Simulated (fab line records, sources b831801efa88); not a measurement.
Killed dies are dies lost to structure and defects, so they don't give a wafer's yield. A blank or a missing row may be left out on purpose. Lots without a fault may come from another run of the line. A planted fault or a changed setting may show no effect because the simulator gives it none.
A struck lot beside a sound one | flow gf180mcu | 14 steps out of a route of 602
Sound: wafers L719.2, L719.3, L719.5. Struck: wafers L717.1, L717.3, L717.6. The cause comes at the end.
At each step with rows: each side's tool, then ch and its chambers, then its first start. Under that, the readings that differ: sound wafers | struck wafers | difference of the means | sigmas: that difference in standard deviations of wafers without a fault.
alike: readings whose means differ by less than 2 such deviations, and words and numbers that are the same on both sides. not compared: withheld readings, readings that some wafer has no value for, bounds like >300 that may hide the same value, and numbers for which the record gives no deviation and whose values overlap.
The two part at a step that has a row with sigmas, a row that says differs or no value, or rows on one side only. Numbers that don't overlap but have no deviation are shown without sigmas and don't part them. A reading that every wafer of one side lacks parts them only if that side has two wafers or more.

GF_MIM_THK_MEAS_06:
  sound on film_metro-01, day 29 16:22; struck on film_metro-03, day 29 01:32
  reading             | sound          | struck         | difference | sigmas
  MIM_CVD_05_THK (nm) | 41.3 40.9 41.4 | 42.3 42.4 43.2 | +1.4       | +2
GF_MIM_SPUTTER_07: material TiN, target thk 60 nm, time 50 s.
  sound on pvd_sputter-01, day 29 16:25; struck on pvd_sputter-02, day 29 01:35
  alike: throttle_valve_pct
GF_MIM_SPUTTER_08: material AlCu, target thk 200 nm, time 10.6 s.
  sound on pvd_sputter-01, day 29 16:27; struck on pvd_sputter-02, day 29 01:38
  alike: throttle_valve_pct
GF_MIM_SPUTTER_09: material TiN, target thk 35 nm, time 29.2 s.
  sound on pvd_sputter-01, day 29 16:28; struck on pvd_sputter-02, day 29 01:40
  alike: throttle_valve_pct
GF_MIM_RS_MEAS_10: measures by four-point-probe.
  sound on film_metro-01, day 29 16:32; struck on film_metro-01, day 29 01:41
  alike: MIM_ALCU_RS
GF_MIM_THK_MEAS_11: measures by xrf.
  sound on film_metro-01, day 29 16:38; struck on film_metro-01, day 29 01:49
  alike: MIM_ALCU_THK
then, 6 steps without rows for these wafers: GF_MIM_DEHYDRATE_12 (time 60 s); GF_MIM_HMDS_13 (prime time 60 s); GF_MIM_COAT_14 (resist thk 1000 nm); GF_MIM_SOFTBAKE_15 (time 60 s); GF_MIM_EXPOSE_16 (exposes mask FuseTop, target cd 2000 nm); GF_MIM_PEB_17.
GF_MIM_DEVELOP_18: develop time 60 s.
  sound on litho_track-01 ch 0, day 30 10:07; struck on litho_track-01, day 29 20:32
  no value came back on the struck wafers for chill_plate_temp_C (C), develop_time_s (s), exhaust_pa (Pa); on the sound wafers chill_plate_temp_C (C) reads 22.98 23.03 23.00
GF_MIM_METAL_ETCH_19: etches the open film in Cl2/BCl3, stops on Si3N4, target depth 324.5 nm, time 54.1 s.
  sound on rie_metal-02 ch 0,1, day 30 10:14; struck on rie_metal-04 ch 1, day 29 20:41
  reading                     | sound       | struck      | difference | sigmas
  drypump_motor_current_A (A) | 5.1 5.1 6.1 | 6.6 6.6 6.6 | +1.2       | +2
  alike: oes_product_au, throttle_valve_pct
  not compared: rf_hours_counter_h

WHERE THEY PART
First at GF_MIM_THK_MEAS_06; last, within this record, at GF_MIM_METAL_ETCH_19.

WHY: what the simulator had put in
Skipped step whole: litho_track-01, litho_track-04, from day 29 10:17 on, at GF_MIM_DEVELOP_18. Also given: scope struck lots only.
